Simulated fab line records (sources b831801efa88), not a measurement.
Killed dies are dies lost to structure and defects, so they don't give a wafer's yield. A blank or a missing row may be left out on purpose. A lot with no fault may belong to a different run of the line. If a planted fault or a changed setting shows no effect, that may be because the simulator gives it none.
Split-lot study :: flow gf180mcu :: on a route of 602 steps: 5 lots, 23 wafers read

== ON THE SPLIT ==
At GF_M5_PEB_05 (peb time 90 s), the setting peb time s was moved away from the recipe's 90 s on 9 of the 23 wafers read, by -12.5% to +10.2%. This setting was run at the recipe's value on the other wafers.

== FROM SPLIT TO READING: 1 step shown by the file between the two ==
- GF_M5_DEVELOP_06: develop time 60 s

== THE READING ==
cd nm at GF_M5_CD_MEAS_07, given in nm (cd target 280 nm). Typical for fault-free wafers on this fab line: 279.8 nm, with standard deviation 1.3 nm.

wafer: L075.1
tool, chamber at the split: litho track-03, 0
peb time s as run, s: 90
against the recipe: recipe
cd nm, nm: 278.4
against lot-mates on the recipe: -

wafer: L075.2
tool, chamber at the split: litho track-03, 0
peb time s as run, s: 90
against the recipe: recipe
cd nm, nm: 279.4
against lot-mates on the recipe: -

wafer: L075.3
tool, chamber at the split: litho track-03, 0
peb time s as run, s: 82.02
against the recipe: -8.9%
cd nm, nm: 281.9
against lot-mates on the recipe: +3.4

wafer: L075.5
tool, chamber at the split: litho track-03, 0
peb time s as run, s: 90
against the recipe: recipe
cd nm, nm: 277.8
against lot-mates on the recipe: -

wafer: L075.6
tool, chamber at the split: litho track-03, 0
peb time s as run, s: 82.02
against the recipe: -8.9%
cd nm, nm: 281.9
against lot-mates on the recipe: +3.4

wafer: L077.1
tool, chamber at the split: litho track-04, 0
peb time s as run, s: 90
against the recipe: recipe
cd nm, nm: 280.7
against lot-mates on the recipe: -

wafer: L077.2
tool, chamber at the split: litho track-04, 0
peb time s as run, s: 78.72
against the recipe: -12.5%
cd nm, nm: 283.9
against lot-mates on the recipe: +2.9

wafer: L077.4
tool, chamber at the split: litho track-04, 0
peb time s as run, s: 78.72
against the recipe: -12.5%
cd nm, nm: 284.0
against lot-mates on the recipe: +3.0

wafer: L077.5
tool, chamber at the split: litho track-04, 0
peb time s as run, s: 90
against the recipe: recipe
cd nm, nm: 281.5
against lot-mates on the recipe: -

wafer: L077.6
tool, chamber at the split: litho track-04, 0
peb time s as run, s: 90
against the recipe: recipe
cd nm, nm: 280.7
against lot-mates on the recipe: -

wafer: L076.1
tool, chamber at the split: litho track-03, 0
peb time s as run, s: 90
against the recipe: recipe
cd nm, nm: 280.0
against lot-mates on the recipe: -

wafer: L076.2
tool, chamber at the split: litho track-03, 0
peb time s as run, s: 90
against the recipe: recipe
cd nm, nm: 279.9
against lot-mates on the recipe: -

wafer: L076.3
tool, chamber at the split: litho track-03, 0
peb time s as run, s: 99.15
against the recipe: +10.2%
cd nm, nm: 278.0
against lot-mates on the recipe: -2.3

wafer: L076.4
tool, chamber at the split: litho track-03, 0
peb time s as run, s: 90
against the recipe: recipe
cd nm, nm: 281.1
against lot-mates on the recipe: -

wafer: L076.5
tool, chamber at the split: litho track-03, 0
peb time s as run, s: 99.15
against the recipe: +10.2%
cd nm, nm: 278.1
against lot-mates on the recipe: -2.2

wafer: L082.1
tool, chamber at the split: litho track-01, 0
peb time s as run, s: 90
against the recipe: recipe
cd nm, nm: 280.9
against lot-mates on the recipe: -

wafer: L082.2
tool, chamber at the split: litho track-01, 0
peb time s as run, s: 90
against the recipe: recipe
cd nm, nm: 279.7
against lot-mates on the recipe: -

wafer: L082.5
tool, chamber at the split: litho track-01, 0
peb time s as run, s: 90
against the recipe: recipe
cd nm, nm: 279.8
against lot-mates on the recipe: -

wafer: L084.1
tool, chamber at the split: litho track-04, 0
peb time s as run, s: 90
against the recipe: recipe
cd nm, nm: 279.8
against lot-mates on the recipe: -

wafer: L084.2
tool, chamber at the split: litho track-04, 0
peb time s as run, s: 93.8
against the recipe: +4.2%
cd nm, nm: 280.6
against lot-mates on the recipe: +0.1

wafer: L084.3
tool, chamber at the split: litho track-04, 0
peb time s as run, s: 90
against the recipe: recipe
cd nm, nm: 281.2
against lot-mates on the recipe: -

wafer: L084.5
tool, chamber at the split: litho track-04, 0
peb time s as run, s: 93.8
against the recipe: +4.2%
cd nm, nm: 279.7
against lot-mates on the recipe: -0.8

wafer: L084.6
tool, chamber at the split: litho track-04, 0
peb time s as run, s: 93.8
against the recipe: +4.2%
cd nm, nm: 281.2
against lot-mates on the recipe: +0.7

THE FIT
A straight line over all 23 wafers: cd nm changes by -0.222 nm for each +1% of peb time s; r = -0.79; the points scatter about the line by 1 nm.
The same after taking each lot's own level away (the mean of its wafers on the recipe; 23 wafers): -0.244 nm for each +1%; r = -0.90; scatter 0.7 nm.
The reading moves by 3.1 nm for the largest change in peb time s, on that fit.
Measured against the standard deviation above, the lots' own levels, which go from 278.53 to 280.97 nm, span 1.9 times it.
So the lot-to-lot level blurs the effect unless lot-mates are compared.
Check: +3.43 nm against its lot-mates is what the line predicts for one of the wafers moved furthest among these (-12.5%) when that wafer is left out of the fit. Against them it came out at +2.93 nm.

== THE WHOLE CHAIN: every reading that the file lists as answering this split, in the file's order ==
step: GF_M5_CD_MEAS_07
what it does: target cd 280 nm
reading: cd nm
change (the file's fit): -0.253 nm for each +1% of the setting
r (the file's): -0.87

step: GF_M5_ETCH_09
what it does: etches Si3N4 in CF4/O2, target depth 52 nm, time 11.6 s
reading: M5.cd nm (the simulator's own value, which no gauge read)
change (the file's fit): -0.248 nm for each +1% of the setting
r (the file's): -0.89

== THE FILE'S OWN FIT ==
cd nm changes by -0.253 nm for each +1% of peb time s, r = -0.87.
